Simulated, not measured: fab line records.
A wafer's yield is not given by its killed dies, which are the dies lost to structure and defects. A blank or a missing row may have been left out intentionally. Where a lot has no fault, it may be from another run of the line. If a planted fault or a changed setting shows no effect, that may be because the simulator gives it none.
2 desks, one fault | flow gf180mcu | numbers are kept per desk, each desk with only its own; the story behind them comes last

== FOR THE TOOL OWNER'S DESK: pvd sputter-01 ==
The tool's own readings at GF_SALICIDE_SPUTTER_02 (material Co, target thk 10 nm, time 20 s): means of the sampled wafers that have a number, for each lot that ran on this tool. If a lot's mean is further than 4 standard deviations from the usual mean, the lot is out of limits and carries the mark OUT (the distance appears in the brackets).
Columns: A = throttle valve pct at GF_SALICIDE_SPUTTER_02, usual 30.2 %
lot  | first seen here | A
L253 | day 19 01:22    | 30.0
L266 | day 23 12:19    | 29.6
This desk's verdict: no lot among the 2 shows anything out of limits.

== METROLOGY DESK ==
What the gauges read for every lot (on any tool): the sampled wafers with a number, averaged. If a lot's mean is further than 4 standard deviations from the usual mean, the lot is out of limits and carries the mark OUT (the distance appears in the brackets).
Columns: A = cd nm at GF_SAB_CD_MEAS_09, usual 420.0 nm; B = SAB_OVL at GF_SAB_OVL_MEAS_10, usual 0.6 nm
lot  | first seen here | A     | B
L248 | day 17 12:13    | 419.6 | 0.3
L253 | day 19 00:52    | 419.6 | 3.9
L257 | day 20 06:56    | 418.2 | 0.7
L260 | day 21 18:42    | 421.6 | 1.2
L266 | day 23 11:51    | 421.6 | 0.0
This desk's verdict: no lot among the 5 shows anything out of limits.

== ALL TOGETHER ==
The desk of the tool owner found nothing out of limits.
Nothing out of limits was seen by the metrology desk.

== WHAT HAD BEEN PUT IN BY THE SIMULATOR ==
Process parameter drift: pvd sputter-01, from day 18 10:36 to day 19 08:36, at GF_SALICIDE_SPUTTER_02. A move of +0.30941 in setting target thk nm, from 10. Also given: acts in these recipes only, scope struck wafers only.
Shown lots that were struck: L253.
